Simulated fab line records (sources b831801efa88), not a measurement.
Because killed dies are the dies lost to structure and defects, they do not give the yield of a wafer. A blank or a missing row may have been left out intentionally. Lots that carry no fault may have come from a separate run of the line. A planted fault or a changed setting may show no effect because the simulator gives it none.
Comparing a struck lot with a sound one / flow sky130 / 20 out of 708 route steps
Sound: these wafers, L509.1, L509.2, L509.3. Struck: wafers L522.1, L522.2, L522.5. The cause comes at the end.
Per side, at each step with rows, come the tool, then ch with its chambers, and then its first start. Under that, the readings that differ: sound wafers / struck wafers / difference of the means / sigmas: that difference in standard deviations of wafers without a fault.
alike: readings with means less than 2 such deviations apart, plus words and numbers identical on both sides. not compared: withheld readings, readings lacking a value on some wafer, bounds such as >300 that could conceal the same value, and numbers that have no deviation in the record and whose values overlap.
A row with sigmas, a row that says differs or no value, or rows on one side alone: a step with any of these is where the two part. Numbers that don't overlap but have no deviation are shown without sigmas and don't part them. A reading that every wafer of one side lacks parts them only if that side has two wafers or more.

SKY_POLY_GATE_CD_MEAS_22:
  sound: cd_sem-01 at day 18 05:08; struck: cd_sem-02 at day 22 05:02
  alike: cd_nm
then, 7 steps without rows for these wafers: SKY_LDD_N_DEHYDRATE_00 (time 60 s); SKY_LDD_N_HMDS_01 (prime time 60 s); SKY_LDD_N_COAT_02 (resist thk 300 nm); SKY_LDD_N_SOFTBAKE_03 (time 60 s); SKY_LDD_N_EXPOSE_04 (exposes mask NTM, target cd 840 nm); SKY_LDD_N_PEB_05; SKY_LDD_N_DEVELOP_06 (develop time 60 s).
SKY_LDD_N_OVL_MEAS_07:
  sound: overlay-01 at day 19 11:26; struck: overlay-02 at day 23 11:20
  alike: LDD_N_OVL
then, 3 steps without rows for these wafers: SKY_LDD_N_IMPLANT_08; SKY_LDD_N_IMPLANT_09; SKY_LDD_N_IMPLANT_10.
SKY_LDD_N_IMPLANT_11:
  sound on implanter-01 ch 0, day 19 11:55; struck on implanter-01 ch 0, day 23 11:49
reading=dose_ions_cm2; sound=7.49e+13 7.492e+13 7.49e+13; struck=8.437e+13 8.445e+13 8.431e+13; difference=+9.470e+12; sigmas=+99 or more
reading=faraday_current_uA; sound=439 426 418; struck=472 471 497; difference=+52; sigmas=+6
then, 4 steps without rows for these wafers: SKY_LDD_N_IMPLANT_12; SKY_LDD_N_IMPLANT_13; SKY_LDD_N_IMPLANT_14; SKY_LDD_N_IMPLANT_15.
SKY_LDD_N_STRIP_16: strips in O2/N2.
  sound on plasma_asher-04 ch 0,1, day 19 12:40; struck on plasma_asher-03 ch 0,1, day 23 12:34
reading=strip_time_to_endpoint_s (s); sound=4.332 4.326 4.312; struck=4.352 4.350 4.354; difference=+0.029; sigmas=+2
  alike: drypump_motor_current_A, oes_product_au
  not compared: rf_hours_counter_h
SKY_LDD_N_TW_MEAS_17:
  sound: film_metro-01 at day 19 12:46; struck: film_metro-01 at day 23 12:40
  alike: LDD_N_TW
-- here the record skips 26 days between the struck wafers' starts before and after, leaving off in module LDD_N and picking up in module PAD_OPEN (first step shown: number 708 of the route) --
SKY_PAD_OPEN_PROBE_99:
  sound: prober-01 at day 47 05:07; struck: prober-01 at day 49 13:02
reading=model.etest.tip_n.rs_ohm_sq; sound=437.9 440.3 439.2; struck=433.6 434.8 437.4; difference=-3.9; sigmas=
  alike: killed_at_M0_to_M3, killed_at_M4_up, killed_at_contacts, killed_at_front_end, killed_at_other, killed_dies, killed_open, killed_short

== WHERE THEY PART ==
At SKY_LDD_N_IMPLANT_11 first; at SKY_LDD_N_STRIP_16 last (within this record only). Later steps at which nothing parts them and some readings are alike: SKY_LDD_N_TW_MEAS_17, SKY_PAD_OPEN_PROBE_99.

WHY: what the simulator had put in
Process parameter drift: implanter-01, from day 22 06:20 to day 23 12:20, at SKY_LDD_N_IMPLANT_11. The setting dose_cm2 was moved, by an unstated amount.
